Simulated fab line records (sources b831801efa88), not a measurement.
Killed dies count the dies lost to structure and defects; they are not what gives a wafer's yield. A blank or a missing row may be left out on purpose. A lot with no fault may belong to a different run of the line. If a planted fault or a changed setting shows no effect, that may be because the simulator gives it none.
8D (eight disciplines) problem report, filled in by code || flow gf180mcu || the parts of the form that need people (team, actions taken, sign-off) are left out

== 1. WHAT WENT WRONG ==
At GF_SALICIDE_RTA_08, chamber o2 ppm averages 302.010 over 6 wafers from 2 lots, while fault-free wafers read 2.002, standard deviation 0.02. That is +99 or more standard deviations from the usual mean.
The step: time 30 s.
The first sign was on wafer L992.1 at day 18 20:49, on rtp anneal-01. The record holds 42 wafers of 14 lots with a number at this step. By rule, "out" or "out of limits" means more than 4 standard deviations away from the usual mean. All remaining wafers that have a number are taken as sound.

== 2. WHAT THIS IS AND IS NOT ==
{"question": "which readings at this step", "is": "chamber o2 ppm", "is not": "lamp power pct"}
{"question": "which lots", "is": "L992, L994", "is not": "L100, L101, L102, L103, L104, L105, L982, L984, L987, L988, L989, L990"}
{"question": "which wafers of those lots", "is": "all that have a number", "is not": "-"}
{"question": "read on which tools", "is": "rtp anneal-01", "is not": "rtp anneal-02"}
{"question": "when", "is": "from day 18 20:49", "is not": "up to then (18 sound wafers); but 18 sound wafers of L100, L101, L102, L103, L104, L105 came after"}

== 3. WHAT RULES OUT EACH SUSPECT ==
Counting: a tool at a process step up to the reading stays a suspect if it ran every lot that is out and no sound lot after the first of them.
- rtp anneal-01 at GF_SALICIDE_RTA_08 (time 30 s): ruled out as a lasting fault. Sound lots L100, L101, L103, L104 ran on it after its first lot that is out, L992 (day 18 20:49).
Left after counting: nothing in the record.

== 4. THE CAUSE (what the simulator had put in) ==
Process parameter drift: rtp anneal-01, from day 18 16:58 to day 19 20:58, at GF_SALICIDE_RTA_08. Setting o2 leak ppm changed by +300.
Counting ruled it out, wrongly.

== 5. THE EFFECT CHAIN, in route order ==
Rows list readings where the struck wafers' mean (over those with a number) sits beyond 3 standard deviations from the usual. Only readings whose record carries a usual standard deviation are examined. hours: median over the lots of the time between each lot's start at the first step of this table that gives one and its start at this step. sigmas: the change, counted in usual standard deviations.
{"hours": 0, "step": "GF_SALICIDE_RTA_08", "reading": "chamber o2 ppm", "usual": 2.002, "on struck wafers": 302.010, "change": "+300.008", "sigmas": "+99 or more"}
Here are the process steps it includes:
- GF_SALICIDE_RTA_08: time 30 s.

== 6. HOW IT WOULD HAVE BEEN CAUGHT EARLIER ==
In this record the first reading out of limits was taken at day 18 20:49, 4 hours after the fault began at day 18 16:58.
